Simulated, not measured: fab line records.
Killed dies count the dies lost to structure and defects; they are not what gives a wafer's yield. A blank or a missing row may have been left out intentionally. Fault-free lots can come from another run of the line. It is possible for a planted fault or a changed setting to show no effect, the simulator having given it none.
fab line records + flow gf180mcu
[record]
- lots = 14
- wafers = 42
- lastDay = 34
route steps=602 shown HV_LDD@212 V2@386
lots with no fault: from the same line, run without faults
startH: hours from the record's opening day to when the first of the lot's shown wafers began + waitH: how many hours have passed since the lot's step before this one + " the same as in the row above + L1.1+2: a single row standing in for several wafers + - no value present, or no start provided + * or withheld: withheld + < > ~ a bound
route shown NAME@n: a module of which the file shows steps, and the number in the route of the first + usual: mean/standard deviation taken from wafers without a fault + same: alike in all rows + chamber/n: place in a boat + sites: per-site readings + _std_site: how widely they spread, as a standard deviation + _edge_site: the outer-site mean with the inner-site mean subtracted + radiusMm: how far each site lies from the wafer's centre + mask NAME#n: copy n + behind: the last tool/chamber to shape the wafer + hold: what put the lot on hold/how long, in hours/how the hold closed + device: the transistor (n, p or np) that didn't switch + end of line: tests of these same wafers at the route's end + a step without rows: its recipe alone + killed: not the wafer's yield, but the dies lost to structure and defects at the first sort + map: a wafer's dies, x killed, . not, _ none there
set.NAME: setting as actually run; set.NAME@STEP: the setting as run at that earlier step + model.NAME: the simulator's own value behind a step, which no gauge read
the route's steps for a sample of lots (tables are steps, rows are wafers)
services: from which hour (startH, from the record's first day; less than 0 if before it) a tool's chamber was out of use, for how many hours, and why
[[steps]]
[step GF_HV_LDD_IMPLANT_36]
[recipe]
- species = P
- energyKev = 60
- doseCm2 = 7.5e+12
- tiltDeg = 30
- rotationDeg = 270
[usual]
- doseIonsCm2 = 7.498e+12/1e+10
- faradayCurrentUA = 42.3/0.92
| lot.wafer | tool         | chamber | startH | waitH | doseIonsCm2 | faradayCurrentUA |
|-----------|--------------|---------|--------|-------|-------------|------------------|
| L703.3    | implanter-01 | 0       | 254.32 | 0.1   | 7.495e+12   | 42.1             |
| L703.4    | "            | 0       | "      | "     | 7.488e+12   | 42.8             |
| L703.6    | "            | 0       | "      | "     | 7.489e+12   | 43.1             |
| L704.1    | implanter-04 | 0       | 260.45 | 0.1   | 7.497e+12   | 42.9             |
| L704.5    | "            | 0       | "      | "     | 7.491e+12   | 42.5             |
| L704.6    | "            | 0       | "      | "     | 7.482e+12   | 43.7             |
| L705.2    | implanter-01 | 0       | 271.05 | 0.1   | 7.498e+12   | 43.1             |
| L705.3    | "            | 0       | "      | "     | 7.497e+12   | 42.8             |
| L705.6    | "            | 0       | "      | "     | 7.499e+12   | 42.1             |
| L706.2    | implanter-01 | 0       | 276.45 | 0.1   | 7.493e+12   | 41.7             |
| L706.3    | "            | 0       | "      | "     | 7.503e+12   | 43.4             |
| L706.5    | "            | 0       | "      | "     | 7.509e+12   | 42.0             |
| L707.3    | implanter-01 | 0       | 285.66 | 0.1   | 7.514e+12   | 43.2             |
| L707.5    | "            | 0       | "      | "     | 7.499e+12   | 41.5             |
| L707.6    | "            | 0       | "      | "     | 7.489e+12   | 42.2             |
| L709.2    | implanter-02 | 0       | 302.50 | 0.1   | 7.508e+12   | 41.7             |
| L709.4    | "            | 0       | "      | "     | 7.504e+12   | 42.1             |
| L709.5    | "            | 0       | "      | "     | 7.513e+12   | 41.6             |
| L711.1    | implanter-04 | 0       | 320.90 | 0.1   | 7.503e+12   | 40.6             |
| L711.5    | "            | 0       | "      | "     | 7.496e+12   | 42.1             |
| L711.6    | "            | 0       | "      | "     | 7.495e+12   | 41.6             |
| L712.1    | implanter-04 | 0       | 325.50 | 0.1   | 7.5e+12     | 41.2             |
| L712.3    | "            | 0       | "      | "     | 7.5e+12     | 42.8             |
| L712.5    | "            | 0       | "      | "     | 7.513e+12   | 43.4             |
| L713.1    | implanter-02 | 0       | 337.75 | 0.1   | 7.509e+12   | 41.9             |
| L713.3    | "            | 0       | "      | "     | 7.493e+12   | 40.9             |
| L713.6    | "            | 0       | "      | "     | 7.503e+12   | 42.5             |
| L719.1    | implanter-02 | 0       | 381.01 | 0.1   | 5.807e+12   | 32.5             |
| L719.3    | "            | 0       | "      | "     | 5.817e+12   | 33.5             |
| L719.5    | "            | 0       | "      | "     | 5.805e+12   | 31.8             |
| L720.2    | implanter-02 | 0       | 386.92 | 0.1   | 5.81e+12    | 32.5             |
| L720.4    | "            | 0       | "      | "     | 5.808e+12   | 32.5             |
| L720.5    | "            | 0       | "      | "     | 5.826e+12   | 31.1             |
| L723.2    | implanter-01 | 0       | 412.72 | 0.1   | 7.505e+12   | 42.5             |
| L723.3    | "            | 0       | "      | "     | 7.474e+12   | 42.1             |
| L723.4    | "            | 0       | "      | "     | 7.482e+12   | 39.4             |
| L724.2    | implanter-01 | 0       | 418.53 | 0.1   | 7.504e+12   | 43.0             |
| L724.4    | "            | 0       | "      | "     | 7.5e+12     | 42.0             |
| L724.6    | "            | 0       | "      | "     | 7.5e+12     | 40.9             |
| L725.2    | implanter-04 | 0       | 429.69 | 0.1   | 7.504e+12   | 41.4             |
| L725.3    | "            | 0       | "      | "     | 7.494e+12   | 41.2             |
| L725.5    | "            | 0       | "      | "     | 7.501e+12   | 43.2             |
[step GF_HV_LDD_RS_MEAS_53]
[recipe]
- thkMeasGauge = four-point-probe
[usual]
- HV_LDD_RS = 417.5/0.96
| lot.wafer | tool         | chamber | startH | waitH | HV_LDD_RS[ohm/sq] |
|-----------|--------------|---------|--------|-------|-------------------|
| L703.3    | filmMetro-02 | -       | 273.69 | 0.1   | 418.7             |
| L703.4    | "            | -       | "      | "     | 418.4             |
| L703.6    | "            | -       | "      | "     | 417.9             |
| L704.1    | filmMetro-01 | -       | 280.08 | 0.1   | 417.4             |
| L704.5    | "            | -       | "      | "     | 417.9             |
| L704.6    | "            | -       | "      | "     | 417.8             |
| L705.2    | filmMetro-02 | -       | 291.41 | 0.1   | 417.9             |
| L705.3    | "            | -       | "      | "     | 417.1             |
| L705.6    | "            | -       | "      | "     | 418.0             |
| L706.2    | filmMetro-01 | -       | 297.36 | 0.1   | 418.3             |
| L706.3    | "            | -       | "      | "     | 417.7             |
| L706.5    | "            | -       | "      | "     | 418.3             |
| L707.3    | filmMetro-01 | -       | 306.03 | 0.1   | 417.5             |
| L707.5    | "            | -       | "      | "     | 417.9             |
| L707.6    | "            | -       | "      | "     | 418.4             |
| L709.2    | filmMetro-02 | -       | 323.95 | 0.1   | 417.2             |
| L709.4    | "            | -       | "      | "     | 418.0             |
| L709.5    | "            | -       | "      | "     | 416.9             |
| L711.1    | filmMetro-01 | -       | 343.09 | 0.1   | 417.2             |
| L711.5    | "            | -       | "      | "     | 418.3             |
| L711.6    | "            | -       | "      | "     | 417.5             |
| L712.1    | filmMetro-03 | -       | 347.38 | 0.1   | 417.0             |
| L712.3    | "            | -       | "      | "     | 416.1             |
| L712.5    | "            | -       | "      | "     | 415.6             |
| L713.1    | filmMetro-01 | -       | 359.84 | 0.1   | 418.9             |
| L713.3    | "            | -       | "      | "     | 419.0             |
| L713.6    | "            | -       | "      | "     | 418.4             |
| L719.1    | filmMetro-02 | -       | 403.93 | 0.1   | 424.1             |
| L719.3    | "            | -       | "      | "     | 424.0             |
| L719.5    | "            | -       | "      | "     | 423.0             |
| L720.2    | filmMetro-03 | -       | 411.26 | 0.1   | 421.1             |
| L720.4    | "            | -       | "      | "     | 419.8             |
| L720.5    | "            | -       | "      | "     | 420.9             |
| L723.2    | filmMetro-03 | -       | 437.20 | 0.1   | 416.9             |
| L723.3    | "            | -       | "      | "     | 417.0             |
| L723.4    | "            | -       | "      | "     | 416.8             |
| L724.2    | filmMetro-02 | -       | 443.51 | 0.1   | 417.7             |
| L724.4    | "            | -       | "      | "     | 417.3             |
| L724.6    | "            | -       | "      | "     | 418.3             |
| L725.2    | filmMetro-02 | -       | 454.56 | 0.1   | 416.0             |
| L725.3    | "            | -       | "      | "     | 416.3             |
| L725.5    | "            | -       | "      | "     | 416.4             |
[step GF_V2_CMP_04]
[recipe]
- material = SiO2
- downForcePsi = 4
- platenRpm = 60
- padVelocityMS = 0.94248
[usual]
- motorCurrentA = 12.2/1.3
- timeToEndpointS = 77/5.4
| lot.wafer | tool   | chamber | startH | waitH | motorCurrentA | timeToEndpointS |
|-----------|--------|---------|--------|-------|---------------|-----------------|
| L703.3    | cmp-01 | 1       | 437.85 | 0.1   | 12.3          | 76              |
| L703.4    | "      | 3       | "      | "     | 10.6          | 80              |
| L703.6    | "      | 1       | "      | "     | 12.3          | 81              |
| L704.1    | cmp-01 | 1       | 445.32 | 0.1   | 12.1          | 80              |
| L704.5    | "      | 0       | "      | "     | 12.4          | 81              |
| L704.6    | "      | 1       | "      | "     | 12.5          | 84              |
| L705.2    | cmp-01 | 0       | 459.02 | 0.0   | 12.1          | 77              |
| L705.3    | "      | 2       | "      | "     | 15.0          | 75              |
| L705.6    | "      | 1       | "      | "     | 12.1          | 85              |
| L706.3    | cmp-01 | 3       | 468.26 | 0.1   | 10.2          | 70              |
| L706.2    | "      | 0       | "      | "     | 11.7          | 72              |
| L706.5    | "      | 2       | "      | "     | 14.5          | 79              |
| L707.3    | cmp-01 | 2       | 476.73 | 0.0   | 14.3          | 73              |
| L707.5    | "      | 2       | "      | "     | 14.1          | 74              |
| L707.6    | "      | 3       | "      | "     | 10.2          | 72              |
| L709.4    | cmp-01 | 3       | 496.37 | 0.1   | 10.9          | 74              |
| L709.2    | "      | 0       | "      | "     | 11.9          | 69              |
| L709.5    | "      | 3       | "      | "     | 10.4          | 77              |
| L711.1    | cmp-01 | 2       | 518.40 | 0.1   | 14.0          | 74              |
| L711.5    | "      | 2       | "      | "     | 14.9          | 78              |
| L711.6    | "      | 3       | "      | "     | 10.1          | 80              |
| L712.1    | cmp-02 | 3       | 524.42 | 0.1   | 13.2          | 71              |
| L712.3    | "      | 1       | "      | "     | 12.1          | 79              |
| L712.5    | "      | 0       | "      | "     | 11.3          | 72              |
| L713.3    | cmp-01 | 1       | 537.43 | 0.1   | 12.1          | 67              |
| L713.1    | "      | 3       | "      | "     | 10.1          | 66              |
| L713.6    | "      | 0       | "      | "     | 11.5          | 70              |
| L719.1    | cmp-02 | 1       | 578.19 | 0.1   | 12.5          | 75              |
| L719.3    | "      | 2       | "      | "     | 12.6          | 77              |
| L719.5    | "      | 2       | "      | "     | 12.4          | 80              |
| L720.2    | cmp-02 | 1       | 587.67 | 0.0   | 12.4          | 79              |
| L720.4    | "      | 2       | "      | "     | 12.4          | 76              |
| L720.5    | "      | 1       | "      | "     | 12.5          | 88              |
| L723.3    | cmp-02 | 3       | 609.83 | 0.1   | 13.6          | 76              |
| L723.2    | "      | 0       | "      | "     | 11.0          | 80              |
| L723.4    | "      | 1       | "      | "     | 13.2          | 87              |
| L724.2    | cmp-01 | 0       | 615.92 | 0.0   | 12.1          | 76              |
| L724.4    | "      | 2       | "      | "     | 15.1          | 76              |
| L724.6    | "      | 1       | "      | "     | 12.5          | 82              |
| L725.3    | cmp-01 | 2       | 622.66 | 0.0   | 14.8          | 73              |
| L725.2    | "      | 3       | "      | "     | 10.1          | 78              |
| L725.5    | "      | 2       | "      | "     | 14.4          | 86              |
[step GF_V2_OVL_MEAS_15]
[usual]
- V2_OVL = -8/4.8
| lot.wafer | tool       | chamber | startH | waitH | V2_OVL[nm] |
|-----------|------------|---------|--------|-------|------------|
| L703.3    | overlay-02 | -       | 462.58 | 0.1   | -9         |
| L703.4    | "          | -       | "      | "     | -5         |
| L703.6    | "          | -       | "      | "     | -1         |
| L704.1    | overlay-02 | -       | 470.23 | 0.1   | -5         |
| L704.5    | "          | -       | "      | "     | -6         |
| L704.6    | "          | -       | "      | "     | -9         |
| L705.2    | overlay-01 | -       | 483.48 | 0.1   | -8         |
| L705.3    | "          | -       | "      | "     | -4         |
| L705.6    | "          | -       | "      | "     | -10        |
| L706.2    | overlay-02 | -       | 492.42 | 0.1   | -3         |
| L706.3    | "          | -       | "      | "     | -2         |
| L706.5    | "          | -       | "      | "     | 3          |
| L707.3    | overlay-01 | -       | 500.64 | 0.1   | -13        |
| L707.5    | "          | -       | "      | "     | -4         |
| L707.6    | "          | -       | "      | "     | 0          |
| L709.2    | overlay-02 | -       | 520.17 | 0.1   | -2         |
| L709.4    | "          | -       | "      | "     | -3         |
| L709.5    | "          | -       | "      | "     | -9         |
| L711.1    | overlay-02 | -       | 541.22 | 0.1   | -14        |
| L711.5    | "          | -       | "      | "     | -11        |
| L711.6    | "          | -       | "      | "     | -7         |
| L712.1    | overlay-01 | -       | 547.57 | 0.1   | -10        |
| L712.3    | "          | -       | "      | "     | -6         |
| L712.5    | "          | -       | "      | "     | -4         |
| L713.1    | overlay-02 | -       | 560.33 | 0.1   | -9         |
| L713.3    | "          | -       | "      | "     | -8         |
| L713.6    | "          | -       | "      | "     | -3         |
| L719.1    | overlay-02 | -       | 599.93 | 0.1   | -8         |
| L719.3    | "          | -       | "      | "     | -11        |
| L719.5    | "          | -       | "      | "     | -13        |
| L720.2    | overlay-01 | -       | 609.19 | 0.1   | -9         |
| L720.4    | "          | -       | "      | "     | -14        |
| L720.5    | "          | -       | "      | "     | -8         |
| L723.2    | overlay-02 | -       | 630.29 | 0.1   | -16        |
| L723.3    | "          | -       | "      | "     | -11        |
| L723.4    | "          | -       | "      | "     | -13        |
| L724.2    | overlay-01 | -       | 636.29 | 0.1   | -3         |
| L724.4    | "          | -       | "      | "     | 2          |
| L724.6    | "          | -       | "      | "     | -6         |
| L725.2    | overlay-01 | -       | 643.02 | 0.1   | -12        |
| L725.3    | "          | -       | "      | "     | -10        |
| L725.5    | "          | -       | "      | "     | -10        |
[step GF_V2_SPUTTER_21]
[recipe]
- material = Ti
- targetThkNm = 15
- chamberPressurePa = 5
- powerW = 2500
- substrateTempC = 200
- timeS = 80.02
[usual]
- throttleValvePct = 29.7/1.3
| lot.wafer | tool          | chamber | startH | waitH | throttleValvePct |
|-----------|---------------|---------|--------|-------|------------------|
| L703.3    | pvdSputter-03 | -       | 463.27 | 0.0   | 30.9             |
| L703.4    | "             | -       | "      | "     | 30.4             |
| L703.6    | "             | -       | "      | "     | 29.3             |
| L704.1    | pvdSputter-02 | -       | 470.94 | 0.0   | 30.7             |
| L704.5    | "             | -       | "      | "     | 28.0             |
| L704.6    | "             | -       | "      | "     | 30.9             |
| L705.2    | pvdSputter-02 | -       | 484.20 | 0.0   | 29.8             |
| L705.3    | "             | -       | "      | "     | 31.2             |
| L705.6    | "             | -       | "      | "     | 29.8             |
| L706.2    | pvdSputter-03 | -       | 493.27 | 0.0   | 30.9             |
| L706.3    | "             | -       | "      | "     | 30.9             |
| L706.5    | "             | -       | "      | "     | 29.6             |
| L707.3    | pvdSputter-03 | -       | 501.75 | 0.0   | 31.0             |
| L707.5    | "             | -       | "      | "     | 30.6             |
| L707.6    | "             | -       | "      | "     | 30.4             |
| L709.2    | pvdSputter-02 | -       | 520.87 | 0.0   | 27.9             |
| L709.4    | "             | -       | "      | "     | 31.1             |
| L709.5    | "             | -       | "      | "     | 30.9             |
| L711.1    | pvdSputter-02 | -       | 541.95 | 0.0   | 30.9             |
| L711.5    | "             | -       | "      | "     | 30.7             |
| L711.6    | "             | -       | "      | "     | 28.0             |
| L712.1    | pvdSputter-01 | -       | 548.30 | 0.0   | 29.4             |
| L712.3    | "             | -       | "      | "     | 31.3             |
| L712.5    | "             | -       | "      | "     | 29.2             |
| L713.1    | pvdSputter-01 | -       | 561.03 | 0.0   | 29.0             |
| L713.3    | "             | -       | "      | "     | 30.7             |
| L713.6    | "             | -       | "      | "     | 30.8             |
| L719.1    | pvdSputter-02 | -       | 600.63 | 0.0   | 27.9             |
| L719.3    | "             | -       | "      | "     | 29.8             |
| L719.5    | "             | -       | "      | "     | 27.7             |
| L720.2    | pvdSputter-02 | -       | 609.88 | 0.0   | 27.9             |
| L720.4    | "             | -       | "      | "     | 30.8             |
| L720.5    | "             | -       | "      | "     | 31.0             |
| L723.2    | pvdSputter-02 | -       | 631.04 | 0.0   | 29.5             |
| L723.3    | "             | -       | "      | "     | 27.7             |
| L723.4    | "             | -       | "      | "     | 31.1             |
| L724.2    | pvdSputter-03 | -       | 636.99 | 0.0   | 29.3             |
| L724.4    | "             | -       | "      | "     | 30.8             |
| L724.6    | "             | -       | "      | "     | 30.6             |
| L725.2    | pvdSputter-03 | -       | 643.74 | 0.0   | 30.5             |
| L725.3    | "             | -       | "      | "     | 31.1             |
| L725.5    | "             | -       | "      | "     | 30.9             |
[[services]]
| tool          | chamber | startH | hours | kind   |
|---------------|---------|--------|-------|--------|
| cmp-01        | -       | 232.00 | 4.0   | pm     |
| cmp-01        | -       | 277.51 | 6.0   | repair |
| implanter-01  | -       | 280.82 | 2.1   | repair |
| cmp-01        | -       | 291.15 | 1.1   | repair |
| cmp-01        | -       | 299.42 | 5.2   | pm     |
| pvdSputter-02 | -       | 300.30 | 7.3   | repair |
| cmp-01        | -       | 303.51 | 1.2   | repair |
| pvdSputter-02 | -       | 315.19 | 7.8   | repair |
| implanter-01  | -       | 320.70 | 36.5  | pm     |
| cmp-01        | -       | 334.50 | 4.9   | pm     |
| pvdSputter-02 | -       | 351.82 | 0.6   | repair |
| cmp-01        | -       | 362.45 | 3.9   | repair |
| implanter-01  | -       | 366.08 | 5.0   | repair |
| implanter-01  | -       | 380.83 | 3.7   | repair |
| pvdSputter-03 | -       | 401.01 | 2.1   | repair |
| implanter-01  | -       | 406.44 | 1.1   | repair |
| cmp-01        | -       | 418.22 | 1.6   | repair |
| implanter-01  | -       | 471.18 | 0.7   | repair |
| implanter-01  | -       | 513.51 | 4.9   | pm     |
| implanter-01  | -       | 541.08 | 0.7   | repair |
| pvdSputter-02 | -       | 553.64 | 2.9   | repair |
| cmp-01        | -       | 572.00 | 4.0   | pm     |
| cmp-01        | -       | 601.21 | 0.7   | repair |
| implanter-01  | -       | 612.41 | 3.7   | repair |
[[key]]
[firstSign]
- step = GF_HV_LDD_IMPLANT_36
- reading = doseIonsCm2
- direction = down
- sigmas = 99+
- usual = 7.498e+12
- struck = 5.812e+12
[effect]
- step = GF_HV_LDD_IMPLANT_36
- reading = faradayCurrentUA
- direction = down
- sigmas = 11
- usual = 42.3
- struck = 32.3
[effect]
- step = GF_HV_LDD_RS_MEAS_53
- reading = HV_LDD_RS
- direction = up
- sigmas = 4.8
- usual = 417.5
- struck = 422.2
metAt GF_HV_LDD_IMPLANT_36
struckLots L719,L720
testerLeftOut L719,L720
notActingAt GF_V2_CMP_04,GF_V2_OVL_MEAS_15,GF_V2_SPUTTER_21
onsetBetween 337.75 381.01
[fault]
- kind = processParameterDrift
- tool = implanter-02
- chamber = -
- onsetH = 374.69
- steps = GF_HV_LDD_IMPLANT_36
- channel = doseCm2
- offset = -1.6886e+12
- shape = step
- endH = 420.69
- actsIn = theseRecipesOnly
- stated = 7.5e+12
// testerLeftOut: of these lots the tester's yield and bins aren't shown, on N5 and GAA mostly nor the transistor test; their killed dies are dies lost to structure and defects alone, not to doping, threshold or leakage, so they don't give the yield
